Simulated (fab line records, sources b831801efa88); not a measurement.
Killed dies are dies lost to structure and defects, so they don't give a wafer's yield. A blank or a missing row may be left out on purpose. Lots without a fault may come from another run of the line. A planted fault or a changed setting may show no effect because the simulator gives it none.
A struck lot beside a sound one | flow sky130 | 18 steps out of a route of 708
Sound: wafers L321.2, L321.3, L321.4. Struck: wafers L316.2, L316.5, L316.6. The cause comes at the end.
At each step with rows: each side's tool, then ch and its chambers, then its first start. Under that, the readings that differ: sound wafers | struck wafers | difference of the means | sigmas: that difference in standard deviations of wafers without a fault.
alike: readings whose means differ by less than 2 such deviations, and words and numbers that are the same on both sides. not compared: withheld readings, readings that some wafer has no value for, bounds like >300 that may hide the same value, and numbers for which the record gives no deviation and whose values overlap.
The two part at a step that has a row with sigmas, a row that says differs or no value, or rows on one side only. Numbers that don't overlap but have no deviation are shown without sigmas and don't part them. A reading that every wafer of one side lacks parts them only if that side has two wafers or more.

SKY_METAL4_SPUTTER_02: material AlCu, target thk 735 nm, time 39.1 s.
  sound on pvd_sputter-02, day 45 04:13; struck on pvd_sputter-01, day 44 03:06
  alike: throttle_valve_pct
SKY_METAL4_SPUTTER_03: material Ti, target thk 5 nm, time 3.3 s.
  sound on pvd_sputter-02, day 45 04:15; struck on pvd_sputter-01, day 44 03:08
  alike: throttle_valve_pct
SKY_METAL4_SPUTTER_04: material TiN, target thk 70 nm, time 58.3 s.
  sound on pvd_sputter-02, day 45 04:16; struck on pvd_sputter-01, day 44 03:10
  alike: throttle_valve_pct
SKY_CAP2M_CVD_00: deposits SiO2, target thk 15.5 nm.
  sound on pecvd-02 ch 1,2, day 45 04:19; struck on pecvd-01 ch 0,2, day 44 03:12
  alike: heater_power_w
SKY_CAP2M_THK_MEAS_01:
  sound on film_metro-03, day 45 04:21; struck on film_metro-01, day 44 03:14
  alike: CAP2M_CVD_00_THK
SKY_CAP2M_SPUTTER_02: material TiN, target thk 200 nm, time 166.7 s.
  sound on pvd_sputter-01, day 45 04:24; struck on pvd_sputter-03, day 44 03:17
  alike: throttle_valve_pct
SKY_CAP2M_RS_MEAS_03: measures by four-point-probe.
  sound on film_metro-01, day 45 04:32; struck on film_metro-03, day 44 03:25
  alike: CAP2M_TIN_RS
SKY_CAP2M_THK_MEAS_04: measures by xrf.
  sound on film_metro-01, day 45 04:38; struck on film_metro-03, day 44 03:32
  alike: CAP2M_TIN_THK
then, 4 steps without rows for these wafers: SKY_CAP2M_DEHYDRATE_05 (time 60 s); SKY_CAP2M_HMDS_06 (prime time 60 s); SKY_CAP2M_COAT_07 (resist thk 1140 nm); SKY_CAP2M_SOFTBAKE_08 (time 60 s).
SKY_CAP2M_EXPOSE_09: exposes mask CAP2M, target cd 1000 nm.
  sound on iline_stepper-02 ch 0, day 45 15:55; struck on iline_stepper-01 ch 0, day 44 14:27
  reading                       | sound                | struck            | difference | sigmas
  model.CAP2M.overlay_x_nm (nm) | -1.413 -1.413 -1.413 | 246.3 246.3 246.3 | +247.7     |
  alike: mask, reticle_temp_C
then, 2 steps without rows for these wafers: SKY_CAP2M_PEB_10; SKY_CAP2M_DEVELOP_11 (develop time 60 s).
SKY_CAP2M_OVL_MEAS_12:
  sound on overlay-02, day 46 01:56; struck on overlay-02, day 45 01:29
  reading        | sound          | struck            | difference | sigmas
  CAP2M_OVL (nm) | -1.4 -2.7 -0.5 | 243.3 244.2 243.9 | +245.3     | +99 or more
then, 1 step without rows for these wafers: SKY_CAP2M_METAL_ETCH_13 (etches TiN in Cl2/BCl3, stops on SiO2, target depth 220 nm, time 62.9 s).
-- the record jumps here: 5 days lie between the struck wafers' starts before and after (it left off in module CAP2M and takes up again in module PAD_OPEN, whose first step shown is number 708 of the route) --
SKY_PAD_OPEN_PROBE_99:
  sound on prober-02, day 50 12:00; struck on prober-02, day 49 15:07
  reading                  | sound          | struck         | difference | sigmas
  defect_limited_yield (%) | 85.8 83.5 85.2 | 0 0 0          | -85        | -42
  killed_at_contacts       | 17 24 18       | 29 34 32       | +12        | +2
  killed_at_other          | 0 0 0          | 406 403 406    | +405       | +99 or more
  killed_dies              | 70 81 73       | 492 492 492    | +417       | +42
  killed_on_rim            | 15 20 8        | 96 96 96       | +82        | +23
  sort_bin_3_pad_short (%) | 0.8 1.0 0.2    | 43.5 39.6 42.3 | +41.1      | +99 or more
  sort_bin_5_function (%)  | 9.1 9.3 10.2   | 50.4 52.8 51.6 | +42.1      | +30
  sort_n_pass              | 422 411 419    | 0 0 0          | -417       | -42
  sort_yield_pct (%)       | 85.8 83.5 85.2 | 0 0 0          | -85        | -42
  alike: killed_at_M0_to_M3, killed_at_M4_up, killed_at_front_end, killed_open, killed_short, sort_bin_6_memory

WHERE THEY PART
First at SKY_CAP2M_OVL_MEAS_12; last, within this record, at SKY_PAD_OPEN_PROBE_99.

WHY: what the simulator had put in
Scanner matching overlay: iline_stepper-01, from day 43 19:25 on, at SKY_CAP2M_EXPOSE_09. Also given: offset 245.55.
